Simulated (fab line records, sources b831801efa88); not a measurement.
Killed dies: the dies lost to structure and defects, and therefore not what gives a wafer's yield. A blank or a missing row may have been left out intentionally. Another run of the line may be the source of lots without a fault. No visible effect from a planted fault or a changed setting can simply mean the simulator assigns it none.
Comparing a struck lot with a sound one -- flow sfq line -- 42 steps out of a route of 325
Sound: wafers L458.3, L458.4, L458.5. Struck: wafer L468.4. (L468.1, L468.6 of the same lot were not struck and are left out.) The cause comes at the end.
Each step with rows lists, per side, the tool, then ch with its chambers, then its first start. Under that, the readings that differ: sound wafers -- struck wafers -- difference of the means -- sigmas: that difference in standard deviations of wafers without a fault.
alike: words and numbers the same on both sides, and readings whose means are apart by under 2 such deviations; not compared: readings that were withheld, readings missing a value for some wafer, numbers with overlapping values and no deviation given by the record, and bounds like >300 which may hide the same value.
The two part at a step that has a row with sigmas, a row that says differs or no value, or rows on one side only. Numbers that have no deviation but don't overlap get no sigmas and don't part them. A reading missing from all wafers of one side parts the sides only when that side holds two or more wafers.

first, 6 steps without rows for these wafers: SFQ_TRILAYER_M0_LITHO_COAT_026 (resist thk 62 nm); SFQ_TRILAYER_M0_LITHO_COAT_021 (resist thk 600 nm); SFQ_TRILAYER_M0_LITHO_SOFTBAKE_025; SFQ_TRILAYER_M0_LITHO_EXPOSE_022 (exposes mask M0, target cd 500 nm); SFQ_TRILAYER_M0_LITHO_PEB_024 (peb time 62.16 s); SFQ_TRILAYER_M0_LITHO_DEVELOP_023 (time 60 s).
SFQ_M0_OVL_MEAS_906:
  struck on overlay-02, day 12 10:47; sound on overlay-01, day 8 13:14
  alike: M0_OVL
then, 1 step without rows for these wafers: SFQ_TRILAYER_M0_BARC_OPEN_METAL_ETCH_031 (etches BARC in O2, target depth 125 nm, time 41.7 s).
SFQ_TRILAYER_M0_ETCH_METAL_ETCH_024: etches Nb in Cl2/Ar, stops on SiO2, target depth 240 nm, time 120 s.
  sound on rie metal-04 ch 0,1, day 8 13:22; struck on rie metal-04 ch 1, day 12 10:54
  alike: drypump motor current A, oes product au
  not compared: rf hours counter h
SFQ_TRILAYER_M0_STRIP_STRIP_025: strips in O2.
  sound on rie metal-04 ch 0,1, day 8 13:39; struck on rie metal-04 ch 1, day 12 11:04
  alike: drypump motor current A, oes product au
  not compared: rf hours counter h
then, 2 steps without rows for these wafers: SFQ_TRILAYER_M0_STRIP_SOLV_CLEAN_026 (cleans in NMP, time 600 s); SFQ_TRILAYER_I0_DEP_PECVD_027 (deposits SiO2 from SiH4/N2O, time 111.11 s, target thk 500 nm).
SFQ_TRILAYER_I0_CMP_CMP_028: polishes SiO2.
  sound on cmp-02 ch 1,2,3, day 8 15:20; struck on cmp-02 ch 1, day 12 12:17
reading,sound,struck,difference,sigmas
time to endpoint s (s),215 223 212,282,+65,+9
model.SiO2_of_TRILAYER_I0_DEP_PECVD_027.thk nm (nm),199.5 199.6 196.7,307.9,+109.3,
  alike: motor current A
SFQ_I0_BOW_MEAS_907:
  struck on film metro-04, day 12 15:17; sound on film metro-03, day 8 17:22
  alike: I0_BOW
SFQ_TRILAYER_I0_METRO_MEASURE_029:
  struck on film metro-04, day 12 15:25; sound on film metro-03, day 8 17:51
reading,sound,struck,difference,sigmas
thk nm (nm),199.6 199.6 196.8,307.8,+109.1,+91
then, 6 steps without rows for these wafers: SFQ_TRILAYER_I0_VIA_LITHO_COAT_036 (resist thk 62 nm); SFQ_TRILAYER_I0_VIA_LITHO_COAT_031 (resist thk 650 nm); SFQ_TRILAYER_I0_VIA_LITHO_SOFTBAKE_035; SFQ_TRILAYER_I0_VIA_LITHO_EXPOSE_032 (exposes mask I0, target cd 500 nm); SFQ_TRILAYER_I0_VIA_LITHO_PEB_034 (peb time 60 s); SFQ_TRILAYER_I0_VIA_LITHO_DEVELOP_033 (time 60 s).
-- the record jumps here: 5 days lie between the struck wafers' starts before and after --
SFQ_I0_OVL_MEAS_908:
  struck on overlay-02, day 17 09:52; sound on overlay-02, day 13 03:35
  alike: I0_OVL
then, 1 step without rows for these wafers: SFQ_TRILAYER_I0_VIA_BARC_OPEN_VIA_ETCH_046 (etches BARC in O2, target depth 125 nm, time 41.7 s).
SFQ_TRILAYER_I0_VIA_ETCH_VIA_ETCH_034: etches SiO2 in CHF3, stops on Nb, target depth 260 nm.
  sound on rie diel-01 ch 0,2,3, day 13 03:40; struck on rie diel-03 ch 2, day 17 09:57
reading,sound,struck,difference,sigmas
oes product au (a.u.),0.855 0.856 0.842,0.979,+0.128,+22
model.etch.depth nm (nm),199.5 199.6 196.7,251.9,+53.3,
model.I0.feature depth nm (nm),199.5 199.6 196.7,251.9,+53.3,
  alike: drypump motor current A
SFQ_TRILAYER_I0_VIA_STRIP_STRIP_035: strips in O2.
  sound on rie metal-01 ch 0,1, day 13 03:58; struck on rie metal-01 ch 0, day 17 10:04
  alike: drypump motor current A, oes product au
  not compared: rf hours counter h
then, 2 steps without rows for these wafers: SFQ_TRILAYER_I0_VIA_STRIP_SOLV_CLEAN_036 (cleans in NMP, time 600 s); SFQ_TRILAYER_M1_DEP_PRE_CLEAN_038 (time 22.5 s).
SFQ_TRILAYER_M1_DEP_SPUTTER_037: material Nb, target thk 200 nm, time 133.3 s.
  struck on pvd sputter-03, day 17 10:52; sound on pvd sputter-06, day 13 04:34
  alike: throttle valve pct
SFQ_M1_RS_MEAS_909: measurement is done with a four-point probe.
  struck on film metro-02, day 17 10:58; sound on film metro-01, day 13 04:42
  alike: M1_NB_RS
then, 6 steps without rows for these wafers: SFQ_TRILAYER_M1_LITHO_COAT_044 (resist thk 62 nm); SFQ_TRILAYER_M1_LITHO_COAT_039 (resist thk 600 nm); SFQ_TRILAYER_M1_LITHO_SOFTBAKE_043; SFQ_TRILAYER_M1_LITHO_EXPOSE_040 (exposes mask M1, target cd 500 nm); SFQ_TRILAYER_M1_LITHO_PEB_042 (peb time 60 s); SFQ_TRILAYER_M1_LITHO_DEVELOP_041 (time 60 s).
-- the record jumps here: 6 days lie between the struck wafers' starts before and after --
SFQ_M1_OVL_MEAS_911:
  struck on overlay-01, day 23 14:42; sound on overlay-01, day 18 02:49
  alike: M1_OVL
SFQ_TRILAYER_M1_BARC_OPEN_METAL_ETCH_054: etches BARC in O2, target depth 125 nm, time 41.7 s.
  sound on rie metal-02 ch 0,1, day 18 02:52; struck on rie metal-03 ch 0, day 23 14:44
  alike: drypump motor current A, oes product au
  not compared: rf hours counter h
SFQ_TRILAYER_M1_ETCH_METAL_ETCH_042: etches Nb in Cl2/Ar, stops on SiO2, target depth 240 nm, time 120 s.
  sound on rie metal-02 ch 0,1, day 18 02:57; struck on rie metal-03 ch 0, day 23 14:47
reading,sound,struck,difference,sigmas
model.SiO2_of_TRILAYER_I0_DEP_PECVD_027.thk nm (nm),191.2 191.3 188.5,299.6,+109.3,
  alike: drypump motor current A, oes product au
  not compared: rf hours counter h
then, 3 steps without rows for these wafers: SFQ_TRILAYER_M1_STRIP_STRIP_043 (strips in O2); SFQ_TRILAYER_M1_STRIP_SOLV_CLEAN_044 (cleans in NMP, time 600 s); SFQ_TRILAYER_I1_DEP_PECVD_045 (deposits SiO2 from SiH4/N2O, time 111.11 s, target thk 500 nm).
-- the record jumps here: 64 days lie between the struck wafers' starts before and after --
SFQ_M8_BOW_MEAS_951:
  struck on film metro-04, day 87 16:09; sound on film metro-04, day 81 10:37
reading,sound,struck,difference,sigmas
model.etest.i0.link ohm,1.945 1.937 1.943,1e+06,+1e+06,
  alike: M8_BOW

## WHERE THEY PART
Last at SFQ_TRILAYER_I0_VIA_ETCH_VIA_ETCH_034 as far as this record goes, first at SFQ_TRILAYER_I0_CMP_CMP_028. Later steps at which nothing parts them and some readings are alike: SFQ_TRILAYER_I0_VIA_STRIP_STRIP_035, SFQ_TRILAYER_M1_DEP_SPUTTER_037, SFQ_M1_RS_MEAS_909, SFQ_M1_OVL_MEAS_911, SFQ_TRILAYER_M1_BARC_OPEN_METAL_ETCH_054, SFQ_TRILAYER_M1_ETCH_METAL_ETCH_042, SFQ_M8_BOW_MEAS_951.

WHY: the cause the simulator had injected
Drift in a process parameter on cmp-02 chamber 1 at SFQ_TRILAYER_I0_CMP_CMP_028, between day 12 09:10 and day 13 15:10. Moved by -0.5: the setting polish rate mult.
